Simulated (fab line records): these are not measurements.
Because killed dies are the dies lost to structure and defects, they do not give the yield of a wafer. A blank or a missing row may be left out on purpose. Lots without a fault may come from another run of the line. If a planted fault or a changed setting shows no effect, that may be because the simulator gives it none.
A struck lot beside a sound one + flow sky130 + 26 out of 708 route steps
Sound: wafers L747.1, L747.4, L747.5. Struck: wafers L749.1, L749.3, L749.4. The cause comes at the end.
Per side, at each step with rows, come the tool, then ch with its chambers, and then its first start. Under that, the readings that differ: sound wafers + struck wafers + difference of the means + sigmas: that difference in standard deviations of wafers without a fault.
alike: readings whose means differ by less than 2 such deviations, and words and numbers that are the same on both sides. not compared: withheld readings, readings that some wafer has no value for, bounds like >300 that may hide the same value, and numbers for which the record gives no deviation and whose values overlap.
A row with sigmas, a row that says differs or no value, or rows on one side alone: a step with any of these is where the two part. Non-overlapping numbers with no deviation appear without sigmas and do not part them. A reading that every wafer of one side lacks parts them only if that side has two wafers or more.

first, 3 steps without rows for these wafers: SKY_CAPM_EXPOSE_09 (exposes mask CAPM, target cd 1000 nm); SKY_CAPM_PEB_10; SKY_CAPM_DEVELOP_11 (develop time 60 s).
SKY_CAPM_OVL_MEAS_12:
  sound on overlay-02, day 38 18:32; struck on overlay-02, day 38 21:55
  alike: CAPM_OVL
SKY_CAPM_METAL_ETCH_13: etches TiN in Cl2/BCl3, stops on SiO2, target depth 220 nm, time 62.9 s.
  sound on rieMetal-01 ch 0,1, day 38 18:34; struck on rieMetal-03 ch 0,1, day 38 21:57
| reading                  | sound       | struck      | difference | sigmas |
|--------------------------|-------------|-------------|------------|--------|
| drypumpMotorCurrentA (A) | 6.6 6.5 6.6 | 5.5 6.0 5.5 | -0.9       | -2     |
  alike: oesProductAu, throttleValvePct
  not compared: rfHoursCounterH
SKY_CAPM_STRIP_14: strips in O2/N2.
  sound on plasmaAsher-03 ch 0,1, day 38 18:38; struck on plasmaAsher-01 ch 0,1, day 38 22:01
  alike: drypumpMotorCurrentA, o2FlowSccm, oesProductAu, stripTimeToEndpointS
  not compared: rfHoursCounterH
then, 6 steps without rows for these wafers: SKY_CAPM_STRIP_15 (strips in post etch residue remover, time 1200 s); SKY_CAPM_CLEAN_16 (cleans in IPA, time 180 s); SKY_CAPM_CLEAN_17 (cleans in O3/DIW); SKY_METAL3_DEHYDRATE_05 (time 60 s); SKY_METAL3_HMDS_06 (prime time 60 s); SKY_METAL3_COAT_07 (resist thk 60 nm).
SKY_METAL3_COAT_08: resist thk 1140 nm.
  sound on lithoTrack-04 ch 0, day 39 06:00; struck on lithoTrack-04 ch 0, day 39 10:00
| reading                                      | sound                | struck               | difference | sigmas      |
|----------------------------------------------|----------------------|----------------------|------------|-------------|
| spinSpeedRpm (rpm)                           | 2999.4 2998.7 2997.4 | 2574.1 2574.3 2574.5 | -424.2     | -99 or more |
| model.KrF-thick_of_METAL3_COAT_08.thkNm (nm) | 1148 1146 1148       | 1240 1237 1235       | +90        |             |
then, 4 steps without rows for these wafers: SKY_METAL3_SOFTBAKE_09 (time 90 s); SKY_METAL3_EXPOSE_10 (exposes mask MM3, target cd 300 nm); SKY_METAL3_PEB_11; SKY_METAL3_DEVELOP_12 (develop time 60 s).
SKY_METAL3_CD_MEAS_13: the cd target is 300 nm.
  sound on cdSem-02, day 39 20:03; struck on cdSem-01, day 39 23:22
| reading   | sound             | struck            | difference | sigmas |
|-----------|-------------------|-------------------|------------|--------|
| cdNm (nm) | 298.9 299.9 297.5 | 302.4 301.9 303.4 | +3.8       | +3     |
SKY_METAL3_OVL_MEAS_14:
  sound on overlay-01, day 39 20:10; struck on overlay-01, day 39 23:29
  alike: METAL3_OVL
SKY_METAL3_DESCUM_15: chemistry O2, time 8 s.
  sound on rieMetal-02 ch 0,1, day 39 20:12; struck on rieMetal-01 ch 0,1, day 39 23:31
| reading                | sound             | struck            | difference | sigmas |
|------------------------|-------------------|-------------------|------------|--------|
| model.METAL3.cdNm (nm) | 299.3 299.7 297.7 | 302.7 301.4 303.7 | +3.7       |        |
  alike: drypumpMotorCurrentA, oesProductAu
  not compared: rfHoursCounterH
SKY_METAL3_ETCH_16: etches BARC in N2/H2, stops on SiO2, time 88.2 s, target depth 60 nm.
  sound on rieMetal-02 ch 0,1, day 39 20:14; struck on rieMetal-01 ch 0,1, day 39 23:33
  alike: drypumpMotorCurrentA, oesProductAu, throttleValvePct
  not compared: rfHoursCounterH
SKY_METAL3_ETCH_17: etches SiO2 in C4F8/O2/Ar, stops on TiN, time 3.9 s, target depth 15 nm.
  sound on rieDiel-01 ch 0,1, day 39 20:20; struck on rieDiel-02 ch 0,1,3, day 39 23:39
| reading                | sound           | struck          | difference | sigmas |
|------------------------|-----------------|-----------------|------------|--------|
| model.METAL3.cdNm (nm) | 300 299.7 299.1 | 302.1 301.3 303 | +2.5       |        |
  alike: oesProductAu
  not compared: rfHoursCounterH
SKY_METAL3_METAL_ETCH_18: etches the open film in Cl2/BCl3, stops on SiO2, target depth 845 nm, time 183.1 s.
  sound on rieMetal-01 ch 0,1, day 39 20:21; struck on rieMetal-04 ch 0, day 39 23:40
| reading                                      | sound             | struck            | difference | sigmas |
|----------------------------------------------|-------------------|-------------------|------------|--------|
| model.KrF-thick_of_METAL3_COAT_08.thkNm (nm) | 539.1 538.8 517.4 | 613.3 613.4 603.1 | +78.2      |        |
  alike: drypumpMotorCurrentA, oesProductAu, throttleValvePct
  not compared: rfHoursCounterH
SKY_METAL3_STRIP_19: strips in O2/N2.
  sound on plasmaAsher-04 ch 0,1, day 39 20:32; struck on plasmaAsher-02 ch 0,1, day 40 00:01
| reading                  | sound             | struck            | difference | sigmas |
|--------------------------|-------------------|-------------------|------------|--------|
| oesProductAu (a.u.)      | 0.510 0.509 0.500 | 0.542 0.542 0.531 | +0.032     | +5     |
| stripTimeToEndpointS (s) | 6.66 6.66 6.46    | 7.40 7.39 7.29    | +0.77      | +8     |
  alike: drypumpMotorCurrentA, o2FlowSccm
  not compared: rfHoursCounterH
then, 1 step without rows for these wafers: SKY_METAL3_STRIP_20 (strips in post etch residue remover, time 1200 s).
-- the record jumps here: 7 days lie between the struck wafers' starts before and after (it left off in module METAL3 and takes up again in module PAD_OPEN, whose first step shown is number 708 of the route) --
SKY_PAD_OPEN_PROBE_99:
  record: rows for the struck wafers here (prober-02, day 46 23:26), none for the sound ones

## WHERE THEY PART
At SKY_CAPM_METAL_ETCH_13 first; at SKY_PAD_OPEN_PROBE_99 last (within this record only).

WHY: what had been put in by the simulator
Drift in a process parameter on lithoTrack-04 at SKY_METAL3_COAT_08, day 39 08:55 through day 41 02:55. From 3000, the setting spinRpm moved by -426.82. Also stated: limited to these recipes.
